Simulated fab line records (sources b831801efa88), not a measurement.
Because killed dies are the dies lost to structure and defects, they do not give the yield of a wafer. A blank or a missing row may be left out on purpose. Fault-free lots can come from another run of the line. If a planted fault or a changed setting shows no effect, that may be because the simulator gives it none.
fab line records	flow sky130
record: lots: 6	wafers: 17	last-day: 50
route steps=708 shown POLY_CUT@310 SD_P@320 PAD_OPEN@708
lots with no fault: from the same line, run without faults
start-h: hours from the record's first day to the start of the lot's first wafer shown	wait-h: hours from the lot's prior step to this one	" the same as in the row above	L1.1+2: a single row standing in for several wafers	- no value, or no start given	* or withheld: withheld	< > ~ a bound
route shown NAME@n: names a module that has steps shown in the file, with the first one's number in the route	usual: mean and standard deviation over wafers with no fault	same: alike in all rows	chamber/n: place in a boat	sites: each site's reading	_std_site: the values' standard deviation	_edge_site: mean of outer sites minus mean of inner sites	radius-mm: for every site, how far away it sits from the centre of the wafer	mask NAME#n: copy n	behind: the last tool/chamber to shape the wafer	hold: what put the lot on hold/how long, in hours/how the hold closed	device: which transistor (n, p or np) failed to switch	end of line: the tests these same wafers got at the end of their route	a step given without rows: its recipe and nothing more	killed: the dies lost at the first sort to structure and to defects; this is not the yield of the wafer	map: a wafer's dies, marking killed ones x, the rest . and places with no die _
set.NAME: the setting that was run; set.NAME@STEP: the one run at that earlier step	model.NAME: the simulator's own value behind a step, which no gauge read
lots at selected steps of the route; one table per step, one row per wafer
services: the hour from which a tool's chamber was out of use, counted from the record's first day as start-h (under 0 if before that day), plus the number of hours and why
== steps ==
step: SKY_POLY_CUT_COAT_03
recipe: resist: KrF-thick	spin-rpm: 3000	resist-thk-nm: 450
step: SKY_POLY_CUT_SOFTBAKE_04
recipe: temp-c: 100	time-s: 90	resist: KrF-thick
step: SKY_POLY_CUT_EXPOSE_05
recipe: mask-id: NPCM	na: 0.8	source-shape: annular	sigma-inner: 0.55	sigma-outer: 0.85	target-cd-nm: 270	dose-mj: 32
step: SKY_POLY_CUT_PEB_06
recipe: peb-temp-c: withheld	peb-time-s: withheld	resist: KrF-thick
step: SKY_POLY_CUT_DEVELOP_07
recipe: develop-time-s: 60	resist: KrF-thick	dev-temp-c: 21
step: SKY_POLY_CUT_CD_MEAS_08
recipe: target-cd-nm: 270
usual: cd-nm: 270.0/1.2
lot.wafer	tool	chamber	start-h	wait-h	cd-nm
L582.4	cd-sem-01	-	607.62	-	270.6
L582.5	"	-	"	"	270.1
L582.6	"	-	"	"	270.9
L590.1	cd-sem-02	-	681.52	-	269.1
L590.3	"	-	"	"	271.0
L590.5	"	-	"	"	269.6
L592.2	cd-sem-01	-	705.68	-	268.8
L592.5	"	-	"	"	268.7
L595.2	cd-sem-02	-	716.68	-	271.2
L595.4	"	-	"	"	269.4
L595.5	"	-	"	"	270.1
L596.1	cd-sem-02	-	725.43	-	268.9
L596.3	"	-	"	"	267.8
L596.5	"	-	"	"	269.7
L597.2	cd-sem-01	-	750.13	-	267.5
L597.4	"	-	"	"	267.3
L597.5	"	-	"	"	266.8
step: SKY_POLY_CUT_OVL_MEAS_09
usual: POLY_CUT_OVL: -3/5.5
lot.wafer	tool	chamber	start-h	wait-h	POLY_CUT_OVL[nm]
L582.4	overlay-01	-	607.69	0.1	-4
L582.5	"	-	"	"	-2
L582.6	"	-	"	"	0
L590.1	overlay-01	-	681.64	0.1	-8
L590.3	"	-	"	"	-5
L590.5	"	-	"	"	-2
L592.2	overlay-01	-	705.78	0.1	-3
L592.5	"	-	"	"	-11
L595.2	overlay-01	-	716.78	0.1	-9
L595.4	"	-	"	"	-5
L595.5	"	-	"	"	-9
L596.1	overlay-02	-	725.55	0.1	-7
L596.3	"	-	"	"	-4
L596.5	"	-	"	"	-5
L597.2	overlay-01	-	750.23	0.1	2
L597.4	"	-	"	"	-4
L597.5	"	-	"	"	7
step: SKY_POLY_CUT_ETCH_10
recipe: chemistry: N2/H2	target: BARC	ion-energy-ev: 200	source-w: 500	bias-w: 100	pressure-mtorr: 30	n2-flow-sccm: 100	h2-flow-sccm: 200	stop-on: SiO2	time-s: 45.9	target-depth-a: 600
usual: drypump-motor-current-A: 5.8/0.42	n2-flow-sccm: 100.01/0.29	oes-product-au: 0.855/0.0048	throttle-valve-pct: 13.224/0.0099
lot.wafer	tool	chamber	start-h	wait-h	drypump-motor-current-A	n2-flow-sccm	oes-product-au	rf-hours-counter-h	throttle-valve-pct
L582.4	rie-diel-01	3	607.73	0.0	6.5	99.94	0.859	-	13.222
L582.5	"	0	"	"	4.9	100.18	0.853	-	13.211
L582.6	"	2	"	"	5.5	99.78	0.859	-	13.217
L590.1	rie-diel-02	1	681.67	0.0	5.7	99.99	0.856	3	13.219
L590.3	"	3	"	"	5.9	99.25	0.852	4	13.231
L590.5	"	2	"	"	5.2	99.95	0.857	-	13.248
L592.2	rie-diel-01	0	705.81	0.0	4.9	99.89	0.849	52	13.220
L592.5	"	0	"	"	4.9	99.86	0.859	-	13.222
L595.2	rie-diel-04	2	716.81	0.0	6.3	100.30	0.854	14	13.229
L595.4	"	1	"	"	6.3	99.48	0.848	48	13.244
L595.5	"	0	"	"	5.8	99.62	0.859	-	13.223
L596.1	rie-diel-02	3	725.59	0.0	5.9	100.21	0.851	5	13.218
L596.3	"	0	"	"	6.0	100.32	0.847	9	13.232
L596.5	"	3	"	"	5.9	100.09	0.852	-	13.212
L597.2	rie-diel-02	3	750.26	0.0	5.9	99.43	0.858	6	13.204
L597.4	"	1	"	"	5.7	100.81	0.855	5	13.232
L597.5	"	0	"	"	6.1	100.08	0.857	-	13.226
step: SKY_POLY_CUT_ETCH_11
recipe: target: Si3N4	chemistry: CF4/CH2F2/Ar	stop-on: poly-Si	source-w: 600	bias-w: 150	pressure-mtorr: 40	cf4-flow-sccm: 40	ch2f2-flow-sccm: 20	Ar_flow_sccm: 150	time-s: 42.5	target-depth-a: 600
usual: drypump-motor-current-A: 5.8/0.42	oes-product-au: 0.830/0.0065	throttle-valve-pct: 14.994/0.0091
lot.wafer	tool	chamber	start-h	wait-h	drypump-motor-current-A	oes-product-au	rf-hours-counter-h	throttle-valve-pct
L582.4	rie-diel-01	3	607.77	0.0	6.6	0.822	-	14.995
L582.5	"	0	"	"	5.0	0.822	-	15.001
L582.6	"	2	"	"	5.5	0.822	-	15.009
L590.1	rie-diel-02	1	681.72	0.0	5.7	0.841	3	14.990
L590.3	"	3	"	"	5.9	0.835	4	14.994
L590.5	"	2	"	"	5.2	0.826	-	14.988
L592.2	rie-diel-01	0	705.86	0.0	4.9	0.830	53	14.986
L592.5	"	0	"	"	4.9	0.818	-	14.997
L595.2	rie-diel-04	2	716.86	0.0	6.3	0.834	14	15.001
L595.4	"	1	"	"	6.3	0.838	48	14.984
L595.5	"	0	"	"	5.8	0.837	-	15.002
L596.1	rie-diel-02	3	725.63	0.0	5.9	0.820	5	14.997
L596.3	"	0	"	"	6.0	0.826	9	14.990
L596.5	"	3	"	"	5.9	0.823	-	14.993
L597.2	rie-diel-02	3	750.31	0.0	5.9	0.824	6	14.990
L597.4	"	1	"	"	5.7	0.817	5	14.970
L597.5	"	0	"	"	6.0	0.820	-	15.015
step: SKY_POLY_CUT_STRIP_12
recipe: chemistry: O2/N2	power-w: 1400	pressure-mtorr: 1500	platen-temp-c: withheld	o2-flow-sccm: 3000	n2-flow-sccm: 300	overash-fraction: 0.5
usual: drypump-motor-current-A: 5.6/0.45	n2-flow-sccm: 300.1/0.84	oes-product-au: 0.452/0.005	strip-time-to-endpoint-s: 5.359/0.016
lot.wafer	tool	chamber	start-h	wait-h	drypump-motor-current-A	n2-flow-sccm	oes-product-au	rf-hours-counter-h	strip-time-to-endpoint-s
L582.4	plasma-asher-02	1	607.83	0.0	5.8	299.9	0.454	-	5.367
L582.5	"	1	"	"	5.8	298.7	0.454	-	5.359
L582.6	"	0	"	"	5.7	300.8	0.461	-	5.361
L590.1	plasma-asher-04	1	681.76	0.0	6.3	299.9	0.450	25	5.364
L590.3	"	1	"	"	6.2	299.0	0.457	-	5.376
L590.5	"	1	"	"	6.3	300.7	0.451	-	5.369
L592.2	plasma-asher-04	1	705.90	0.0	6.2	300.4	0.444	28	5.350
L592.5	"	0	"	"	5.8	300.0	0.455	-	5.338
L595.2	plasma-asher-04	0	716.90	0.0	5.8	299.1	0.458	30	5.371
L595.4	"	1	"	"	6.2	301.7	0.457	-	5.373
L595.5	"	0	"	"	5.8	301.4	0.446	-	5.351
L596.1	plasma-asher-02	0	725.67	0.0	5.7	300.2	0.443	90	5.386
L596.3	"	0	"	"	5.7	299.6	0.460	-	5.356
L596.5	"	1	"	"	5.8	299.3	0.449	-	5.369
L597.2	plasma-asher-03	0	750.35	0.0	5.3	301.1	0.452	59	5.388
L597.4	"	1	"	"	4.8	302.5	0.463	-	5.364
L597.5	"	0	"	"	5.2	299.9	0.453	-	5.354
step: SKY_SD_P_DEHYDRATE_00
recipe: temp-c: 200	time-s: 60
step: SKY_SD_P_HMDS_01
recipe: prime-time-s: 60	prime-temp-c: 120
step: SKY_SD_P_COAT_02
recipe: resist: NOVOLAK	spin-rpm: 3000	resist-thk-nm: 1140
lot.wafer	tool	chamber	start-h	wait-h	model.NOVOLAK_of_SD_P_COAT_02.thk-nm
L582.4	litho-track-02	0	622.14	0.1	1140
L582.5	"	0	"	"	1137
L582.6	"	0	"	"	1143
L590.1+3	litho-track-02	0	695.66	0.1	1141
L590.5	"	0	"	"	1177
L592.2	litho-track-02	0	718.74	0.1	1172
L592.5	"	0	"	"	1173
L595.2	litho-track-01	0	730.13	0.1	1147
L595.4+5	"	0	"	"	1143
L596.1+3	litho-track-01	0	739.46	0.1	1145
L596.5	"	0	"	"	1141
L597.2	litho-track-04	0	764.01	0.1	1141
L597.4	"	0	"	"	1140
L597.5	"	0	"	"	1137
step: SKY_SD_P_SOFTBAKE_03
recipe: temp-c: 90	time-s: 60	resist: NOVOLAK
step: SKY_SD_P_EXPOSE_04
recipe: mask-id: PSDM	na: 0.6	source-shape: conventional	sigma-outer: 0.6	polarization: unpolarized	target-cd-nm: 380	dose-mj: 138
step: SKY_SD_P_PEB_05
recipe: temp-c: withheld	time-s: *	resist: NOVOLAK
step: SKY_SD_P_DEVELOP_06
recipe: resist: NOVOLAK	developer: TMAH	develop-time-s: 60	dev-temp-c: 23
lot.wafer	tool	chamber	start-h	wait-h	model.NOVOLAK_of_SD_P_COAT_02.thk-nm
L582.4	litho-track-04	0	636.71	0.1	1140
L582.5	"	0	"	"	1137
L582.6	"	0	"	"	1143
L590.1	litho-track-04	0	709.28	0.1	1140
L590.3	"	0	"	"	1141
L590.5	"	0	"	"	1176
L592.2	litho-track-02	0	732.74	0.1	1171
L592.5	"	0	"	"	1173
L595.2	litho-track-04	0	744.06	0.1	1147
L595.4+5	"	0	"	"	1143
L596.1+3	litho-track-04	0	752.63	0.1	1145
L596.5	"	0	"	"	1141
L597.2+4	litho-track-02	0	777.09	0.1	1140
L597.5	"	0	"	"	1137
step: SKY_SD_P_CD_MEAS_07
recipe: target-cd-nm: 380
usual: cd-nm: 380.4/2.6
lot.wafer	tool	chamber	start-h	wait-h	cd-nm
L582.4	cd-sem-02	-	636.84	0.1	383.2
L582.5	"	-	"	"	382.3
L582.6	"	-	"	"	382.1
L590.1	cd-sem-01	-	709.43	0.1	381.8
L590.3	"	-	"	"	383.4
L590.5	"	-	"	"	377.5
L592.2	cd-sem-02	-	732.88	0.1	374.4
L592.5	"	-	"	"	375.8
L595.2	cd-sem-02	-	744.20	0.1	381.9
L595.4	"	-	"	"	384.0
L595.5	"	-	"	"	379.7
L596.1	cd-sem-02	-	752.78	0.1	377.0
L596.3	"	-	"	"	379.3
L596.5	"	-	"	"	379.1
L597.2	cd-sem-01	-	777.35	0.2	384.4
L597.4	"	-	"	"	382.0
L597.5	"	-	"	"	383.7
step: SKY_SD_P_OVL_MEAS_08
usual: SD_P_OVL: 0.5/1.3
lot.wafer	tool	chamber	start-h	wait-h	SD_P_OVL[nm]
L582.4	overlay-01	-	636.92	0.1	0.8
L582.5	"	-	"	"	-0.5
L582.6	"	-	"	"	0.3
L590.1	overlay-02	-	709.55	0.1	1.0
L590.3	"	-	"	"	1.1
L590.5	"	-	"	"	1.6
L592.2	overlay-02	-	732.99	0.1	0.5
L592.5	"	-	"	"	1.2
L595.2	overlay-02	-	744.31	0.1	-0.5
L595.4	"	-	"	"	1.9
L595.5	"	-	"	"	3.0
L596.1	overlay-02	-	752.90	0.1	2.3
L596.3	"	-	"	"	2.1
L596.5	"	-	"	"	3.1
L597.2	overlay-02	-	777.46	0.1	4.5
L597.4	"	-	"	"	2.3
L597.5	"	-	"	"	2.2
step: SKY_SD_P_IMPLANT_09
recipe: species: BF2	energy-kev: 20	dose-cm2: 3e+15	tilt-deg: 0
step: SKY_SD_P_STRIP_10
recipe: chemistry: O2/N2	power-w: 1400	pressure-mtorr: 1500	platen-temp-c: withheld	o2-flow-sccm: 3000	n2-flow-sccm: 300	overash-fraction: 0.5
usual: drypump-motor-current-A: 5.7/0.34	n2-flow-sccm: 299.9/0.86	oes-product-au: 0.617/0.0051	strip-time-to-endpoint-s: 17.51/0.039
lot.wafer	tool	chamber	start-h	wait-h	drypump-motor-current-A	n2-flow-sccm	oes-product-au	rf-hours-counter-h	strip-time-to-endpoint-s
L582.4	plasma-asher-04	1	637.12	0.1	6.2	299.4	0.614	-	17.52
L582.5	"	1	"	"	6.2	299.6	0.622	-	17.48
L582.6	"	0	"	"	5.8	300.6	0.613	-	17.55
L590.1	plasma-asher-02	1	709.74	0.1	5.8	301.0	0.615	88	17.50
L590.3	"	0	"	"	5.7	299.9	0.631	-	17.50
L590.5	"	1	"	"	5.8	299.4	0.623	-	17.87
L592.2	plasma-asher-04	1	733.17	0.1	6.2	299.3	0.622	32	17.83
L592.5	"	1	"	"	6.3	300.4	0.619	-	17.82
L595.2	plasma-asher-01	1	744.49	0.1	5.5	300.8	0.616	0	17.57
L595.4	"	1	"	"	5.5	301.0	0.612	-	17.54
L595.5	"	1	"	"	5.4	300.9	0.622	-	17.55
L596.1	plasma-asher-02	0	753.09	0.1	5.7	298.6	0.619	93	17.55
L596.3	"	0	"	"	5.7	297.5	0.621	-	17.56
L596.5	"	0	"	"	5.7	299.4	0.619	-	17.51
L597.2	plasma-asher-02	1	777.64	0.1	5.8	301.4	0.615	95	17.49
L597.4	"	0	"	"	5.7	300.2	0.616	-	17.49
L597.5	"	0	"	"	5.7	300.1	0.617	-	17.46
step: SKY_SD_P_TW_MEAS_11
usual: SD_P_TW: 2833/22
lot.wafer	tool	chamber	start-h	wait-h	SD_P_TW
L582.4	film-metro-02	-	637.22	0.1	2847
L582.5	"	-	"	"	2840
L582.6	"	-	"	"	2854
L590.1	film-metro-01	-	709.84	0.1	2833
L590.3	"	-	"	"	2826
L590.5	"	-	"	"	2821
L592.2	film-metro-01	-	733.28	0.1	2855
L592.5	"	-	"	"	2843
L595.2	film-metro-01	-	744.60	0.1	2839
L595.4	"	-	"	"	2831
L595.5	"	-	"	"	2820
L596.1	film-metro-02	-	753.19	0.1	2846
L596.3	"	-	"	"	2858
L596.5	"	-	"	"	2854
L597.2	film-metro-02	-	777.75	0.1	2832
L597.4	"	-	"	"	2835
L597.5	"	-	"	"	2838
step: SKY_PAD_OPEN_PROBE_99
usual: killed_at_M0_to_M3: 44/6.5	killed_at_M4_up: 3.3/1.7	killed-at-contacts: 25/5.3	killed-at-front-end: 15/5	killed-at-other: 0.2/0.47	killed-dies: 87/9.9	killed-open: 47/8	killed-short: 39/6.1
same: gross-dies: 492	killed-at-back-side: 0
lot.wafer	tool	chamber	start-h	wait-h	killed_at_M0_to_M3	killed_at_M4_up	killed-at-contacts	killed-at-front-end	killed-at-other	killed-dies	killed-open	killed-short
L596.1	prober-01	-	1188.82	0.1	45	2	20	18	0	85	49	36
L596.3	prober-01	-	1188.92	0.2	34	3	16	13	2	68	38	30
L596.5	prober-01	-	1189.02	0.2	37	2	31	14	1	85	47	38
L597.2	prober-01	-	1202.18	0.1	33	5	22	17	0	77	40	37
L597.4	prober-01	-	1202.28	0.2	38	0	23	12	0	73	35	38
L597.5	prober-01	-	1202.33	0.2	48	1	23	18	0	90	52	38
killed by level:class
L596.1 VIA1:geometric-particle:open=10 CONTACT:geometric-particle:open=7 VIA2:geometric-particle:open=7 VIA3:geometric-particle:open=6 FIELD_ISO:geometric-particle:short=5 LI_CONTACT:geometric-particle:open=5 METAL1:geometric-particle:short=5 VIA2:geometric-particle:short=5
L596.3 VIA1:geometric-particle:open=9 CONTACT:geometric-particle:open=6 VIA3:geometric-particle:open=6 FIELD_ISO:geometric-particle:open=5 VIA2:geometric-particle:open=4 METAL3:geometric-particle:short=4 FIELD_ISO:geometric-particle:short=3 POLY_GATE:geometric-particle:short=3
L596.5 CONTACT:geometric-particle:open=14 VIA1:geometric-particle:open=8 METAL2:geometric-particle:short=6 LI_CONTACT:geometric-particle:open=5 VIA3:geometric-particle:open=5 METAL3:geometric-particle:short=5 VIA2:geometric-particle:open=5 FIELD_ISO:geometric-particle:open=4
L597.2 LI_CONTACT:geometric-particle:open=9 VIA2:geometric-particle:open=8 FIELD_ISO:geometric-particle:open=5 VIA3:geometric-particle:open=5 METAL2:geometric-particle:short=5 CONTACT:geometric-particle:open=5 VIA1:geometric-particle:short=5 METAL4:geometric-particle:short=5
L597.4 CONTACT:geometric-particle:open=11 VIA1:geometric-particle:open=7 VIA2:geometric-particle:open=5 METAL3:geometric-particle:short=5 CONTACT:geometric-particle:short=5 VIA1:geometric-particle:short=5 METAL2:geometric-particle:short=5 FIELD_ISO:geometric-particle:short=4
L597.5 VIA1:geometric-particle:open=12 FIELD_ISO:geometric-particle:open=9 VIA2:geometric-particle:short=9 LI_CONTACT:geometric-particle:open=7 VIA2:geometric-particle:open=7 CONTACT:geometric-particle:open=6 VIA3:geometric-particle:open=6 CONTACT:geometric-particle:short=5
== services ==
tool	chamber	start-h	hours	kind
plasma-asher-04	-	599.83	4.3	repair
rie-diel-01	1	602.45	-	clean
rie-diel-01	1	602.45	13.8	scheduled-down
rie-diel-01	1	602.45	13.8	vent-cycle
rie-diel-02	2	605.06	1.3	repair
rie-diel-02	0	610.96	4.3	repair
plasma-asher-02	-	627.12	15.6	pm
rie-diel-02	3	629.43	6.4	repair
rie-diel-01	-	641.12	1.2	repair
rie-diel-04	-	644.25	0.5	repair
plasma-asher-03	-	683.60	22.6	repair
rie-diel-04	1	684.20	1.4	repair
rie-diel-01	0	686.85	5.6	repair
rie-diel-02	0	689.56	2.9	repair
plasma-asher-03	-	697.75	12.0	repair
rie-diel-01	3	701.45	48.5	repair
plasma-asher-03	-	709.78	14.6	pm
plasma-asher-03	-	724.38	2.8	pm
plasma-asher-02	-	731.80	2.3	repair
plasma-asher-01	-	733.75	9.0	pm
plasma-asher-04	-	741.89	0.7	repair
rie-diel-01	0	749.93	-	clean
rie-diel-02	-	774.37	2.3	repair
rie-diel-04	-	776.36	2.4	repair
== key ==
first-sign: step: SKY_SD_P_STRIP_10	reading: strip-time-to-endpoint-s	direction: up	sigmas: 8.6	usual: *	struck: *
effect none on later readings
model-effect: step: SKY_SD_P_COAT_02	value: NOVOLAK_of_SD_P_COAT_02.thk-nm	without: 1139	struck: 1174
model-effect: step: SKY_SD_P_DEVELOP_06	value: NOVOLAK_of_SD_P_COAT_02.thk-nm	without: 1139	struck: 1174
met-at SKY_SD_P_COAT_02
struck-wafers L590.5,L592.2,L592.5
tester-left-out L590,L592
onset-between 622.14 695.66
fault: kind: process-parameter-drift	tool: litho-track-02	chamber: -	onset-h: 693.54	steps: SKY_SD_P_COAT_02	channel: resist-thk-nm	offset: 34.845	shape: step	end-h: 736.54	scope: struck-wafers-only	acts-in: these-recipes-only	stated: 1140
tester-left-out: of these lots the tester's yield and bins aren't shown, on N5 and GAA mostly nor the transistor test; their killed dies are dies lost to structure and defects alone, not to doping, threshold or leakage, so they don't give the yield
